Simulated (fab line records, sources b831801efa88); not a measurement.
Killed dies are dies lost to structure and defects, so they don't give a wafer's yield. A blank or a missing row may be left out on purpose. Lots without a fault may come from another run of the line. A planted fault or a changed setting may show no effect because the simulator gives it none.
Split-lot experiment | flow sfq_line | 5 lots, 23 wafers read, on a route of 325 steps

THE SPLIT
At SFQ_TRILAYER_R5_LITHO_PEB_139 (peb time 60 s), the setting peb_time_s was moved away from the recipe's 60 s on 9 of the 23 wafers read, by +7.3% to +9.6%. The other wafers ran this setting at the recipe's value.

FROM THE SPLIT TO THE READING: what the file shows between them, 1 step
- SFQ_TRILAYER_R5_LITHO_DEVELOP_138: time 60 s

THE READING
R5.cd_nm (the simulator's own value, which no gauge read), in nm, at SFQ_TRILAYER_R5_BARC_OPEN_METAL_ETCH_177 (etches BARC in O2, target depth 125 nm, time 41.7 s). The file gives no usual value for it. The 14 wafers here that ran the recipe average 499.6 nm, standard deviation 0.96 nm.

wafer  | tool, chamber at the split | peb_time_s as run, s | against the recipe | R5.cd_nm, nm | against lot-mates on the recipe
L074.1 | litho_track-02, 0          | 60                   | recipe             | 500.1        | -
L074.2 | litho_track-02, 0          | 60                   | recipe             | 499.9        | -
L074.3 | litho_track-02, 0          | 60                   | recipe             | 499.4        | -
L074.5 | litho_track-02, 0          | 60                   | recipe             | 499.7        | -
L074.6 | litho_track-02, 0          | 60                   | recipe             | 499.3        | -
L077.2 | litho_track-02, 0          | 64.39                | +7.3%              | 489.9        | -9.1
L077.3 | litho_track-02, 0          | 64.39                | +7.3%              | 489.1        | -9.9
L077.4 | litho_track-02, 0          | 60                   | recipe             | 498.4        | -
L077.5 | litho_track-02, 0          | 60                   | recipe             | 499.6        | -
L077.6 | litho_track-02, 0          | 64.39                | +7.3%              | 490.2        | -8.8
L081.1 | litho_track-02, 0          | 65.26                | +8.8%              | 489.4        | -11.5
L081.2 | litho_track-02, 0          | 65.26                | +8.8%              | 489.9        | -11.0
L081.3 | litho_track-02, 0          | 60                   | recipe             | 500.9        | -
L081.4 | litho_track-02, 0          | 65.26                | +8.8%              | 489.6        | -11.3
L081.5 | litho_track-02, 0          | 60                   | recipe             | 500.9        | -
L082.2 | litho_track-02, 0          | 60                   | recipe             | 499.7        | -
L082.3 | litho_track-02, 0          | 60                   | recipe             | 501          | -
L082.4 | litho_track-02, 0          | 60                   | recipe             | 498.4        | -
L085.1 | litho_track-02, 0          | 65.74                | +9.6%              | 486.7        | -11.7
L085.2 | litho_track-02, 0          | 65.74                | +9.6%              | 487.3        | -11.1
L085.3 | litho_track-02, 0          | 65.74                | +9.6%              | 487.3        | -11.1
L085.5 | litho_track-02, 0          | 60                   | recipe             | 499.2        | -
L085.6 | litho_track-02, 0          | 60                   | recipe             | 497.6        | -

THE FIT
A straight line over all 23 wafers: R5.cd_nm changes by -1.25 nm for each +1% of peb_time_s; r = -0.99; the points scatter about the line by 0.96 nm.
The same after taking each lot's own level away (the mean of its wafers on the recipe; 23 wafers): -1.24 nm for each +1%; r = -0.99; scatter 0.63 nm.
On that fit, the largest move of peb_time_s shifts the reading by 12 nm.
The lots' own levels span 498.40 to 500.90 nm, that is 2.6 times the standard deviation above.
So the lot-to-lot level changes the slope little: the two slopes agree.
Check: with one of the wafers moved furthest among these (+9.6%) left out of the fit, the line predicts -11.9 nm for it against its lot-mates. It came out at -11.7 nm against them.

OTHER SPLITS ON THESE WAFERS
These wafers also went through other splits before the reading. Each is held against what the fit with the lots' levels taken away leaves over:
other split on the same wafers                      | wafers away from the commonest value | r with R5.cd_nm (lot level and that fit taken away)
SFQ_TRILAYER_M4_ETCH_METAL_ETCH_096 time_s          | 10                                   | -0.05
SFQ_TRILAYER_I4_VIA_LITHO_COAT_103 spin_rpm         | 6                                    | +0.13
SFQ_TRILAYER_I4_VIA_BARC_OPEN_VIA_ETCH_146 bias_w   | 12                                   | -0.34
SFQ_TRILAYER_JJ_TRILAYER_DEP_SPUTTER_109 power_w    | 12                                   | +0.09
SFQ_TRILAYER_JJ_CE_LITHO_COAT_114 resist_thk_nm     | 10                                   | +0.14
SFQ_TRILAYER_JJ_CE_BARC_OPEN_RIE_150 pressure_mtorr | 10                                   | +0.32
SFQ_TRILAYER_M5_ETCH_METAL_ETCH_126 icp_w           | 5                                    | -0.23
SFQ_TRILAYER_R5_LITHO_COAT_141 resist_thk_nm        | 11                                   | -0.25

THE FILE'S OWN FIT
R5.cd_nm changes by -1.24 nm for each +1% of peb_time_s, r = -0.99.
